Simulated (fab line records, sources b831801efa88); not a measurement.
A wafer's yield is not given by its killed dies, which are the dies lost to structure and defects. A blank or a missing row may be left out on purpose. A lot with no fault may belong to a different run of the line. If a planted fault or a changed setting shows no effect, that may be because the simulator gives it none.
A lot that was struck, set against a sound lot ; flow sfq-line ; 13 steps out of a route of 325
Sound: the wafers L810.4, L810.5, L810.6. Wafers struck: L821.1, L821.2, L821.5. At the end, the cause is stated.
Order at every step that has rows: each side's tool, ch and its chambers, its first start. Under that, the readings that differ: sound wafers ; struck wafers ; difference of the means ; sigmas: that difference in standard deviations of wafers without a fault.
alike: a reading whose means differ by less than 2 such deviations, as well as words and numbers matching on both sides. not compared: withheld readings; readings where some wafer has no value; bounds like >300 that might hide an equal value; numbers whose values overlap and for which the record gives no deviation.
The two part at a step that has a row with sigmas, a row that says differs or no value, or rows on one side only. Numbers that don't overlap but have no deviation are shown without sigmas and don't part them. A reading that every wafer of one side lacks parts them only if that side has two wafers or more.

SFQ_TRILAYER_I0_VIA_BARC_OPEN_VIA_ETCH_046: etches BARC in O2, target depth 125 nm, time 41.7 s.
  sound on rie-diel-01 ch 0,3, day 12 16:49; struck on rie-diel-01 ch 2,3, day 17 08:43
  alike: drypump-motor-current-A, oes-product-au
  not compared: rf-hours-counter-h
SFQ_TRILAYER_I0_VIA_ETCH_VIA_ETCH_034: etches SiO2 in CHF3, stops on Nb, target depth 260 nm.
  sound on rie-diel-01 ch 0,3, day 12 16:52; struck on rie-diel-01 ch 2,3, day 17 08:45
  alike: drypump-motor-current-A, oes-product-au
SFQ_TRILAYER_I0_VIA_STRIP_STRIP_035: strips in O2.
  sound on rie-metal-03 ch 0, day 12 17:34; struck on rie-metal-01 ch 0,1, day 17 08:52
  alike: drypump-motor-current-A, oes-product-au
  not compared: rf-hours-counter-h
then, 2 steps without rows for these wafers: SFQ_TRILAYER_I0_VIA_STRIP_SOLV_CLEAN_036 (cleans in NMP, time 600 s); SFQ_TRILAYER_M1_DEP_PRE_CLEAN_038 (time 22.5 s).
SFQ_TRILAYER_M1_DEP_SPUTTER_037: material Nb, target thk 200 nm, time 133.3 s.
  sound on pvd-sputter-05, day 12 18:22; struck on pvd-sputter-05, day 17 09:55
  alike: base-pressure-pa, throttle-valve-pct
SFQ_M1_RS_MEAS_909: the measuring method here is four-point-probe.
  sound on film-metro-02, day 12 18:31; struck on film-metro-04, day 17 10:00
reading;sound;struck;difference;sigmas
M1_NB_RS (ohm/sq);0.884 0.886 0.901;0.854 0.865 0.862;-0.030;-3
then, 4 steps without rows for these wafers: SFQ_TRILAYER_M1_LITHO_COAT_044 (resist thk 62 nm); SFQ_TRILAYER_M1_LITHO_COAT_039 (resist thk 600 nm); SFQ_TRILAYER_M1_LITHO_SOFTBAKE_043; SFQ_TRILAYER_M1_LITHO_EXPOSE_040 (exposes mask M1, target cd 500 nm).
-- the record jumps here: 6 days lie between the struck wafers' starts before and after --
SFQ_TRILAYER_M1_LITHO_PEB_042: peb time 60 s.
  struck on litho-track-02, day 23 13:12; sound on litho-track-02 ch 0, day 17 14:35
  no value came back on the struck wafers for chill-plate-temp-C (C), exhaust-pa (Pa); on the sound wafers chill-plate-temp-C (C) reads 22.79 22.80 22.95
then, 1 step without rows for these wafers: SFQ_TRILAYER_M1_LITHO_DEVELOP_041 (time 60 s).

WHERE THEY PART
Earliest at SFQ_M1_RS_MEAS_909; latest, in this record, at SFQ_TRILAYER_M1_LITHO_PEB_042.

WHY: the cause the simulator had injected
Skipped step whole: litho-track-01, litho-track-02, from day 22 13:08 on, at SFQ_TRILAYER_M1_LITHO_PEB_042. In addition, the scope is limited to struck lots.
